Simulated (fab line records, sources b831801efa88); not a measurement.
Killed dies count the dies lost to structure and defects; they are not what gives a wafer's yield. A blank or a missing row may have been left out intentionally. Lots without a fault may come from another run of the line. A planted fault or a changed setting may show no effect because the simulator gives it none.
fab line records :: flow sfq-line :: part 2 of 2: steps 30 to 41 of 41
[record]
  lots = 5
  wafers = 15
  last-day = 81
route steps=325 shown I0@53 M1@58 I1@73 M2@88
lots untouched by any fault: they come from a run of this same line in which no faults occurred
start-h: start of the lot's first displayed wafer, in hours after the record's first day :: wait-h: time in hours since the lot's previous step :: " repeats the value in the row above :: L1.1+2: a row that stands for several wafers :: - no value present, or no start provided :: * or withheld: withheld :: < > ~ a bound
route shown NAME@n: NAME is a module with steps in the file, n the number in the route of the first one :: usual: mean/standard deviation of fault-free wafers :: same: alike in all rows :: chamber/n: place in a boat :: sites: the reading at each site :: _std_site: the standard deviation of these :: _edge_site: mean of outer sites minus mean of inner sites :: radius-mm: for every site, how far away it sits from the centre of the wafer :: mask NAME#n: copy n :: behind: the last tool/chamber to shape the wafer :: hold: why the lot was held/for how many hours/how that ended :: device: the n, p or np transistor that did not switch :: end of line: at the end of the route, the tests of the same wafers :: a step given without rows: its recipe and nothing more :: killed: dies lost to structure and defects at the first sort, not the wafer's yield :: map: a wafer's dies, marking killed ones x, the rest . and places with no die _
set.NAME: the setting the step ran with; set.NAME@STEP: the setting that earlier step ran with :: model.NAME: the simulator's own value behind a step, which no gauge read
lots at some steps of the route; a table a step, a row a wafer
services: a tool's chamber out of use, with start hour (start-h, from the record's first day; less than 0 if before it), hours out, and reason
[[steps]]
[step SFQ_I1_OVL_MEAS_913]
[usual]
  I1_OVL = -3/5.1
lot.wafer: L082.1
tool: overlay-01
chamber: -
start-h: 581.17
wait-h: 0.1
I1_OVL[nm]: -5

lot.wafer: L082.5
tool: overlay-01
chamber: -
start-h: 581.17
wait-h: 0.1
I1_OVL[nm]: -4

lot.wafer: L082.6
tool: overlay-01
chamber: -
start-h: 581.17
wait-h: 0.1
I1_OVL[nm]: 3

lot.wafer: L084.2
tool: overlay-02
chamber: -
start-h: 600.38
wait-h: 0.1
I1_OVL[nm]: -4

lot.wafer: L084.4
tool: overlay-02
chamber: -
start-h: 600.38
wait-h: 0.1
I1_OVL[nm]: -3

lot.wafer: L084.5
tool: overlay-02
chamber: -
start-h: 600.38
wait-h: 0.1
I1_OVL[nm]: -1

lot.wafer: L085.1
tool: overlay-01
chamber: -
start-h: 641.33
wait-h: 0.1
I1_OVL[nm]: -11

lot.wafer: L085.3
tool: overlay-01
chamber: -
start-h: 641.33
wait-h: 0.1
I1_OVL[nm]: -17

lot.wafer: L085.4
tool: overlay-01
chamber: -
start-h: 641.33
wait-h: 0.1
I1_OVL[nm]: -11

lot.wafer: L088.1
tool: overlay-02
chamber: -
start-h: 674.93
wait-h: 0.1
I1_OVL[nm]: 0

lot.wafer: L088.3
tool: overlay-02
chamber: -
start-h: 674.93
wait-h: 0.1
I1_OVL[nm]: -4

lot.wafer: L088.6
tool: overlay-02
chamber: -
start-h: 674.93
wait-h: 0.1
I1_OVL[nm]: 2

lot.wafer: L094.2
tool: overlay-02
chamber: -
start-h: 751.21
wait-h: 0.1
I1_OVL[nm]: -3

lot.wafer: L094.4
tool: overlay-02
chamber: -
start-h: 751.21
wait-h: 0.1
I1_OVL[nm]: -6

lot.wafer: L094.6
tool: overlay-02
chamber: -
start-h: 751.21
wait-h: 0.1
I1_OVL[nm]: -6
[step SFQ_TRILAYER_I1_VIA_BARC_OPEN_VIA_ETCH_071]
[recipe]
  mask-material = PR
  chemistry = O2
  target-depth-nm = 125
  target = BARC
  source-w = 500
  bias-w = 80
  pressure-mtorr = 30
  time-s = 41.7
[usual]
  drypump-motor-current-A = 5.8/0.62
  oes-product-au = 0.686/0.0042
lot.wafer: L082.1
tool: rie-diel-01
chamber: 2
start-h: 581.21
wait-h: 0.0
drypump-motor-current-A: 5.7
oes-product-au: 0.693
rf-hours-counter-h: 4

lot.wafer: L082.5
tool: rie-diel-01
chamber: 2
start-h: 581.21
wait-h: 0.0
drypump-motor-current-A: 5.7
oes-product-au: 0.697
rf-hours-counter-h: -

lot.wafer: L082.6
tool: rie-diel-01
chamber: 3
start-h: 581.21
wait-h: 0.0
drypump-motor-current-A: 6.5
oes-product-au: 0.687
rf-hours-counter-h: -

lot.wafer: L084.2
tool: rie-diel-03
chamber: 0
start-h: 600.41
wait-h: 0.0
drypump-motor-current-A: 5.1
oes-product-au: 0.690
rf-hours-counter-h: 13

lot.wafer: L084.4
tool: rie-diel-03
chamber: 2
start-h: 600.41
wait-h: 0.0
drypump-motor-current-A: 6.5
oes-product-au: 0.685
rf-hours-counter-h: 8

lot.wafer: L084.5
tool: rie-diel-03
chamber: 1
start-h: 600.41
wait-h: 0.0
drypump-motor-current-A: 6.5
oes-product-au: 0.683
rf-hours-counter-h: -

lot.wafer: L085.1
tool: rie-diel-01
chamber: 1
start-h: 641.37
wait-h: 0.0
drypump-motor-current-A: 4.7
oes-product-au: 0.686
rf-hours-counter-h: 15

lot.wafer: L085.3
tool: rie-diel-01
chamber: 3
start-h: 641.37
wait-h: 0.0
drypump-motor-current-A: 6.5
oes-product-au: 0.679
rf-hours-counter-h: 51

lot.wafer: L085.4
tool: rie-diel-01
chamber: 0
start-h: 641.37
wait-h: 0.0
drypump-motor-current-A: 5.7
oes-product-au: 0.692
rf-hours-counter-h: 13

lot.wafer: L088.1
tool: rie-diel-01
chamber: 1
start-h: 674.97
wait-h: 0.0
drypump-motor-current-A: 4.7
oes-product-au: 0.683
rf-hours-counter-h: 15

lot.wafer: L088.3
tool: rie-diel-01
chamber: 2
start-h: 674.97
wait-h: 0.0
drypump-motor-current-A: 5.6
oes-product-au: 0.680
rf-hours-counter-h: 5

lot.wafer: L088.6
tool: rie-diel-01
chamber: 2
start-h: 674.97
wait-h: 0.0
drypump-motor-current-A: 5.7
oes-product-au: 0.691
rf-hours-counter-h: -

lot.wafer: L094.2
tool: rie-diel-03
chamber: 0
start-h: 751.24
wait-h: 0.0
drypump-motor-current-A: 5.1
oes-product-au: 0.682
rf-hours-counter-h: 16

lot.wafer: L094.4
tool: rie-diel-03
chamber: 1
start-h: 751.24
wait-h: 0.0
drypump-motor-current-A: 6.5
oes-product-au: 0.689
rf-hours-counter-h: 2

lot.wafer: L094.6
tool: rie-diel-03
chamber: 3
start-h: 751.24
wait-h: 0.0
drypump-motor-current-A: 5.2
oes-product-au: 0.687
rf-hours-counter-h: -
[step SFQ_TRILAYER_I1_VIA_ETCH_VIA_ETCH_052]
[recipe]
  target = SiO2
  stop-on = Nb
  mask-material = PR
  taper-deg = 20
  chemistry = CHF3
  target-depth-nm = 260
  source-w = 500
  bias-w = 80
  pressure-mtorr = 30
  time-s = withheld
[usual]
  drypump-motor-current-A = 5.8/0.62
  oes-product-au = 0.854/0.0046
lot.wafer: L082.1
tool: rie-diel-01
chamber: 2
start-h: 581.24
wait-h: 0.0
drypump-motor-current-A: 5.7
oes-product-au: 0.849

lot.wafer: L082.5
tool: rie-diel-01
chamber: 2
start-h: 581.24
wait-h: 0.0
drypump-motor-current-A: 5.7
oes-product-au: 0.860

lot.wafer: L082.6
tool: rie-diel-01
chamber: 3
start-h: 581.24
wait-h: 0.0
drypump-motor-current-A: 6.5
oes-product-au: 0.852

lot.wafer: L084.2
tool: rie-diel-03
chamber: 0
start-h: 600.44
wait-h: 0.0
drypump-motor-current-A: 5.1
oes-product-au: 0.856

lot.wafer: L084.4
tool: rie-diel-03
chamber: 2
start-h: 600.44
wait-h: 0.0
drypump-motor-current-A: 6.5
oes-product-au: 0.859

lot.wafer: L084.5
tool: rie-diel-03
chamber: 1
start-h: 600.44
wait-h: 0.0
drypump-motor-current-A: 6.5
oes-product-au: 0.856

lot.wafer: L085.1
tool: rie-diel-01
chamber: 1
start-h: 641.41
wait-h: 0.0
drypump-motor-current-A: 4.7
oes-product-au: 0.858

lot.wafer: L085.3
tool: rie-diel-01
chamber: 3
start-h: 641.41
wait-h: 0.0
drypump-motor-current-A: 6.5
oes-product-au: 0.863

lot.wafer: L085.4
tool: rie-diel-01
chamber: 0
start-h: 641.41
wait-h: 0.0
drypump-motor-current-A: 5.7
oes-product-au: 0.859

lot.wafer: L088.1
tool: rie-diel-01
chamber: 1
start-h: 675.01
wait-h: 0.0
drypump-motor-current-A: 4.7
oes-product-au: 0.852

lot.wafer: L088.3
tool: rie-diel-01
chamber: 2
start-h: 675.01
wait-h: 0.0
drypump-motor-current-A: 5.7
oes-product-au: 0.854

lot.wafer: L088.6
tool: rie-diel-01
chamber: 2
start-h: 675.01
wait-h: 0.0
drypump-motor-current-A: 5.6
oes-product-au: 0.858

lot.wafer: L094.2
tool: rie-diel-03
chamber: 0
start-h: 751.28
wait-h: 0.0
drypump-motor-current-A: 5.1
oes-product-au: 0.855

lot.wafer: L094.4
tool: rie-diel-03
chamber: 1
start-h: 751.28
wait-h: 0.0
drypump-motor-current-A: 6.5
oes-product-au: 0.851

lot.wafer: L094.6
tool: rie-diel-03
chamber: 3
start-h: 751.28
wait-h: 0.0
drypump-motor-current-A: 5.2
oes-product-au: 0.853
[step SFQ_TRILAYER_I1_VIA_STRIP_STRIP_053]
[recipe]
  gas = O2
  power-w = 200
  platen-temp-c = 40
  overash-fraction = 0.65
  chemistry = O2
  pressure-mtorr = 50
[usual]
  drypump-motor-current-A = 5.4/0.42
  he-backside-leak-sccm = 3.5/0.33
  oes-product-au = 1.002/0.008
lot.wafer: L082.1
tool: rie-metal-04
chamber: 1
start-h: 581.36
wait-h: -
drypump-motor-current-A: 5.0
he-backside-leak-sccm: 3.3
oes-product-au: 1.003
rf-hours-counter-h: 14

lot.wafer: L082.5
tool: rie-metal-04
chamber: 0
start-h: 581.36
wait-h: -
drypump-motor-current-A: 5.2
he-backside-leak-sccm: 3.8
oes-product-au: 1.015
rf-hours-counter-h: -

lot.wafer: L082.6
tool: rie-metal-04
chamber: 1
start-h: 581.36
wait-h: -
drypump-motor-current-A: 5.0
he-backside-leak-sccm: 3.4
oes-product-au: 1.015
rf-hours-counter-h: -

lot.wafer: L084.2
tool: rie-metal-04
chamber: 1
start-h: 600.56
wait-h: -
drypump-motor-current-A: 5.0
he-backside-leak-sccm: 3.5
oes-product-au: 1.006
rf-hours-counter-h: 17

lot.wafer: L084.4
tool: rie-metal-04
chamber: 0
start-h: 600.56
wait-h: -
drypump-motor-current-A: 5.3
he-backside-leak-sccm: 3.8
oes-product-au: 1.012
rf-hours-counter-h: -

lot.wafer: L084.5
tool: rie-metal-04
chamber: 0
start-h: 600.56
wait-h: -
drypump-motor-current-A: 5.3
he-backside-leak-sccm: 3.8
oes-product-au: 1.016
rf-hours-counter-h: -

lot.wafer: L085.1
tool: rie-metal-01
chamber: 1
start-h: 641.52
wait-h: -
drypump-motor-current-A: 5.5
he-backside-leak-sccm: 3.4
oes-product-au: 0.998
rf-hours-counter-h: 39

lot.wafer: L085.3
tool: rie-metal-01
chamber: 1
start-h: 641.52
wait-h: -
drypump-motor-current-A: 5.5
he-backside-leak-sccm: 3.3
oes-product-au: 0.996
rf-hours-counter-h: -

lot.wafer: L085.4
tool: rie-metal-01
chamber: 0
start-h: 641.52
wait-h: -
drypump-motor-current-A: 6.1
he-backside-leak-sccm: 3.8
oes-product-au: 1.000
rf-hours-counter-h: -

lot.wafer: L088.1
tool: rie-metal-03
chamber: 1
start-h: 675.12
wait-h: -
drypump-motor-current-A: 5.0
he-backside-leak-sccm: 3.3
oes-product-au: 0.998
rf-hours-counter-h: 67

lot.wafer: L088.3
tool: rie-metal-03
chamber: 1
start-h: 675.12
wait-h: -
drypump-motor-current-A: 5.0
he-backside-leak-sccm: 3.1
oes-product-au: 1.010
rf-hours-counter-h: -

lot.wafer: L088.6
tool: rie-metal-03
chamber: 1
start-h: 675.12
wait-h: -
drypump-motor-current-A: 5.0
he-backside-leak-sccm: 3.2
oes-product-au: 1.005
rf-hours-counter-h: -

lot.wafer: L094.2
tool: rie-metal-03
chamber: 0
start-h: 751.40
wait-h: -
drypump-motor-current-A: 6.0
he-backside-leak-sccm: 3.3
oes-product-au: 0.992
rf-hours-counter-h: 48

lot.wafer: L094.4
tool: rie-metal-03
chamber: 1
start-h: 751.40
wait-h: -
drypump-motor-current-A: 5.0
he-backside-leak-sccm: 3.3
oes-product-au: 1.007
rf-hours-counter-h: -

lot.wafer: L094.6
tool: rie-metal-03
chamber: 1
start-h: 751.40
wait-h: -
drypump-motor-current-A: 4.9
he-backside-leak-sccm: 3.0
oes-product-au: 1.001
rf-hours-counter-h: -
[step SFQ_TRILAYER_I1_VIA_STRIP_SOLV_CLEAN_054]
[recipe]
  chemistry = NMP
  temp-c = 70
  time-s = 600
lot.wafer: L082.1+5+6
tool: wet-bench-03
chamber: 1,0,5
start-h: 581.96
wait-h: 0.4

lot.wafer: L084.2+4+5
tool: wet-bench-04
chamber: 5,6,1
start-h: 601.16
wait-h: 0.4

lot.wafer: L085.1+3+4
tool: wet-bench-02
chamber: 1,2,6
start-h: 642.12
wait-h: 0.4

lot.wafer: L088.1+3+6
tool: wet-bench-04
chamber: 1,7,0
start-h: 676.32
wait-h: 1.0

lot.wafer: L094.2+4+6
tool: wet-bench-03
chamber: 7,3,1
start-h: 752.00
wait-h: 0.4
[step SFQ_TRILAYER_M2_DEP_PRE_CLEAN_056]
[recipe]
  gas = Ar
  time-s = 22.5
  bias-v = 250
lot.wafer: L082.1+5+6
tool: pvd-sputter-03
chamber: -
start-h: 582.13
wait-h: 0.0

lot.wafer: L084.2+4+5
tool: pvd-sputter-03
chamber: -
start-h: 601.33
wait-h: 0.0

lot.wafer: L085.1+3+4
tool: pvd-sputter-05
chamber: -
start-h: 642.30
wait-h: 0.0

lot.wafer: L088.1+3+6
tool: pvd-sputter-05
chamber: -
start-h: 676.51
wait-h: 0.0

lot.wafer: L094.2+4+6
tool: pvd-sputter-03
chamber: -
start-h: 752.17
wait-h: 0.0
[step SFQ_TRILAYER_M2_DEP_SPUTTER_055]
[recipe]
  material = Nb
  base-pressure-pa = 1.33e-06
  chamber-pressure-pa = 0.1333
  substrate-temp-c = 20
  resputter-cathode-voltage-v = 400
  target-thk-nm = 200
  power-w = 2000
  time-s = 133.3
[usual]
  throttle-valve-pct = 30.5/1
lot.wafer: L082.1
tool: pvd-sputter-03
chamber: -
start-h: 582.16
wait-h: 0.0
throttle-valve-pct: 31.2

lot.wafer: L082.5
tool: pvd-sputter-03
chamber: -
start-h: 582.16
wait-h: 0.0
throttle-valve-pct: 31.1

lot.wafer: L082.6
tool: pvd-sputter-03
chamber: -
start-h: 582.16
wait-h: 0.0
throttle-valve-pct: 30.0

lot.wafer: L084.2
tool: pvd-sputter-03
chamber: -
start-h: 601.36
wait-h: 0.0
throttle-valve-pct: 29.6

lot.wafer: L084.4
tool: pvd-sputter-03
chamber: -
start-h: 601.36
wait-h: 0.0
throttle-valve-pct: 30.8

lot.wafer: L084.5
tool: pvd-sputter-03
chamber: -
start-h: 601.36
wait-h: 0.0
throttle-valve-pct: 32.4

lot.wafer: L085.1
tool: pvd-sputter-05
chamber: -
start-h: 642.33
wait-h: 0.0
throttle-valve-pct: 29.4

lot.wafer: L085.3
tool: pvd-sputter-05
chamber: -
start-h: 642.33
wait-h: 0.0
throttle-valve-pct: 30.1

lot.wafer: L085.4
tool: pvd-sputter-05
chamber: -
start-h: 642.33
wait-h: 0.0
throttle-valve-pct: 31.8

lot.wafer: L088.1
tool: pvd-sputter-05
chamber: -
start-h: 676.54
wait-h: 0.0
throttle-valve-pct: 30.0

lot.wafer: L088.3
tool: pvd-sputter-05
chamber: -
start-h: 676.54
wait-h: 0.0
throttle-valve-pct: 29.6

lot.wafer: L088.6
tool: pvd-sputter-05
chamber: -
start-h: 676.54
wait-h: 0.0
throttle-valve-pct: 31.9

lot.wafer: L094.2
tool: pvd-sputter-03
chamber: -
start-h: 752.20
wait-h: 0.0
throttle-valve-pct: 29.4

lot.wafer: L094.4
tool: pvd-sputter-03
chamber: -
start-h: 752.20
wait-h: 0.0
throttle-valve-pct: 31.2

lot.wafer: L094.6
tool: pvd-sputter-03
chamber: -
start-h: 752.20
wait-h: 0.0
throttle-valve-pct: 32.3
[step SFQ_M2_RS_MEAS_914]
[recipe]
  thk-meas-gauge = four-point-probe
  reads = Nb_of_TRILAYER_M2_DEP_SPUTTER_055
[usual]
  M2_NB_RS = 0.894/0.0077
lot.wafer: L082.1
tool: film-metro-02
chamber: -
start-h: 582.25
wait-h: 0.0
M2_NB_RS[ohm/sq]: 0.891

lot.wafer: L082.5
tool: film-metro-02
chamber: -
start-h: 582.25
wait-h: 0.0
M2_NB_RS[ohm/sq]: 0.893

lot.wafer: L082.6
tool: film-metro-02
chamber: -
start-h: 582.25
wait-h: 0.0
M2_NB_RS[ohm/sq]: 0.893

lot.wafer: L084.2
tool: film-metro-04
chamber: -
start-h: 601.47
wait-h: 0.1
M2_NB_RS[ohm/sq]: 0.901

lot.wafer: L084.4
tool: film-metro-04
chamber: -
start-h: 601.47
wait-h: 0.1
M2_NB_RS[ohm/sq]: 0.896

lot.wafer: L084.5
tool: film-metro-04
chamber: -
start-h: 601.47
wait-h: 0.1
M2_NB_RS[ohm/sq]: 0.896

lot.wafer: L085.1
tool: film-metro-02
chamber: -
start-h: 642.42
wait-h: 0.0
M2_NB_RS[ohm/sq]: 0.895

lot.wafer: L085.3
tool: film-metro-02
chamber: -
start-h: 642.42
wait-h: 0.0
M2_NB_RS[ohm/sq]: 0.884

lot.wafer: L085.4
tool: film-metro-02
chamber: -
start-h: 642.42
wait-h: 0.0
M2_NB_RS[ohm/sq]: 0.900

lot.wafer: L088.1
tool: film-metro-04
chamber: -
start-h: 676.63
wait-h: 0.0
M2_NB_RS[ohm/sq]: 0.892

lot.wafer: L088.3
tool: film-metro-04
chamber: -
start-h: 676.63
wait-h: 0.0
M2_NB_RS[ohm/sq]: 0.893

lot.wafer: L088.6
tool: film-metro-04
chamber: -
start-h: 676.63
wait-h: 0.0
M2_NB_RS[ohm/sq]: 0.899

lot.wafer: L094.2
tool: film-metro-03
chamber: -
start-h: 752.31
wait-h: 0.1
M2_NB_RS[ohm/sq]: 0.912

lot.wafer: L094.4
tool: film-metro-03
chamber: -
start-h: 752.31
wait-h: 0.1
M2_NB_RS[ohm/sq]: 0.904

lot.wafer: L094.6
tool: film-metro-03
chamber: -
start-h: 752.31
wait-h: 0.1
M2_NB_RS[ohm/sq]: 0.905
[step SFQ_TRILAYER_M2_LITHO_COAT_062]
[recipe]
  resist = BARC
  spin-rpm = 3000
  resist-thk-nm = 62
lot.wafer: L082.1+5+6
tool: litho-track-04
chamber: 0
start-h: 582.43
wait-h: 0.1

lot.wafer: L084.2+4+5
tool: litho-track-03
chamber: 0
start-h: 601.68
wait-h: 0.1

lot.wafer: L085.1+3+4
tool: litho-track-03
chamber: 0
start-h: 642.60
wait-h: 0.1

lot.wafer: L088.1+3+6
tool: litho-track-04
chamber: 0
start-h: 676.81
wait-h: 0.1

lot.wafer: L094.2+4+6
tool: litho-track-04
chamber: 0
start-h: 752.52
wait-h: 0.1
[step SFQ_TRILAYER_M2_LITHO_COAT_057]
[recipe]
  resist = KrF
  spin-rpm = 3000
  resist-thk-nm = 600
lot.wafer: L082.1+5+6
tool: litho-track-04
chamber: 0
start-h: 582.73
wait-h: 0.2

lot.wafer: L084.2+4+5
tool: litho-track-03
chamber: 0
start-h: 601.98
wait-h: 0.2

lot.wafer: L085.1+3+4
tool: litho-track-03
chamber: 0
start-h: 642.90
wait-h: 0.2

lot.wafer: L088.1+3+6
tool: litho-track-04
chamber: 0
start-h: 677.11
wait-h: 0.2

lot.wafer: L094.2+4+6
tool: litho-track-04
chamber: 0
start-h: 752.82
wait-h: 0.2
[step SFQ_TRILAYER_M2_LITHO_SOFTBAKE_061]
[recipe]
  temp-c = withheld
  time-s = withheld
  resist = KrF
lot.wafer: L082.1+5+6
tool: litho-track-04
chamber: 0
start-h: 583.03
wait-h: 0.2

lot.wafer: L084.2+4+5
tool: litho-track-03
chamber: 0
start-h: 602.26
wait-h: 0.2

lot.wafer: L085.1+3+4
tool: litho-track-03
chamber: 0
start-h: 643.20
wait-h: 0.2

lot.wafer: L088.1+3+6
tool: litho-track-04
chamber: 0
start-h: 677.41
wait-h: 0.2

lot.wafer: L094.2+4+6
tool: litho-track-04
chamber: 0
start-h: 753.10
wait-h: 0.2
[step SFQ_TRILAYER_M2_LITHO_EXPOSE_058]
[recipe]
  mask-id = M2
  na = 0.6
  source-shape = conventional
  sigma-outer = 0.65
  target-cd-nm = 500
  dose-mj = 14.4
lot.wafer: L082.1+5+6
tool: krf-scanner-01
chamber: 0
start-h: 583.43
wait-h: -
mask: M2#0

lot.wafer: L084.2+4+5
tool: krf-scanner-01
chamber: 0
start-h: 602.58
wait-h: -
mask: M2#0

lot.wafer: L085.1+3+4
tool: krf-scanner-02
chamber: 0
start-h: 789.23
wait-h: -
mask: M2#0

lot.wafer: L088.1+3+6
tool: krf-scanner-01
chamber: 0
start-h: 818.41
wait-h: -
mask: M2#0

lot.wafer: L094.2+4+6
tool: krf-scanner-02
chamber: 0
start-h: 892.18
wait-h: -
mask: M2#0
[[services]]
tool: rie-diel-01
chamber: 0
start-h: 274.87
hours: 6.7
kind: repair

tool: krf-scanner-01
chamber: -
start-h: 284.07
hours: 4.4
kind: pm

tool: krf-scanner-01
chamber: -
start-h: 288.86
hours: 0.4
kind: repair

tool: rie-metal-01
chamber: -
start-h: 311.71
hours: 1.2
kind: repair

tool: rie-diel-01
chamber: 3
start-h: 326.13
hours: 2.2
kind: repair

tool: krf-scanner-01
chamber: -
start-h: 352.04
hours: 1.3
kind: pm

tool: krf-scanner-01
chamber: -
start-h: 360.54
hours: 1.0
kind: pm

tool: rie-diel-01
chamber: 2
start-h: 363.86
hours: 3.0
kind: repair

tool: krf-scanner-01
chamber: -
start-h: 369.59
hours: 1.6
kind: repair

tool: rie-diel-01
chamber: -
start-h: 374.61
hours: 8.7
kind: repair

tool: krf-scanner-01
chamber: -
start-h: 385.12
hours: 24.0
kind: repair

tool: krf-scanner-01
chamber: -
start-h: 404.05
hours: 1.6
kind: repair

tool: rie-diel-01
chamber: 2
start-h: 412.47
hours: 5.0
kind: repair

tool: rie-metal-01
chamber: 1
start-h: 429.38
hours: 7.9
kind: repair

tool: krf-scanner-01
chamber: -
start-h: 528.67
hours: 1.3
kind: pm

tool: krf-scanner-01
chamber: -
start-h: 529.97
hours: 1.0
kind: pm

tool: rie-diel-01
chamber: 2
start-h: 530.75
hours: 6.9
kind: repair

tool: rie-diel-01
chamber: -
start-h: 564.48
hours: 0.7
kind: repair

tool: rie-metal-01
chamber: -
start-h: 704.15
hours: 0.5
kind: repair

tool: rie-metal-01
chamber: 0
start-h: 722.95
hours: 15.1
kind: repair

tool: rie-diel-01
chamber: 0
start-h: 730.30
hours: 3.9
kind: repair

tool: rie-diel-01
chamber: 3
start-h: 747.30
hours: 17.2
kind: repair

tool: rie-metal-01
chamber: -
start-h: 781.79
hours: 28.1
kind: pm

tool: rie-diel-01
chamber: 3
start-h: 829.63
hours: 34.1
kind: repair
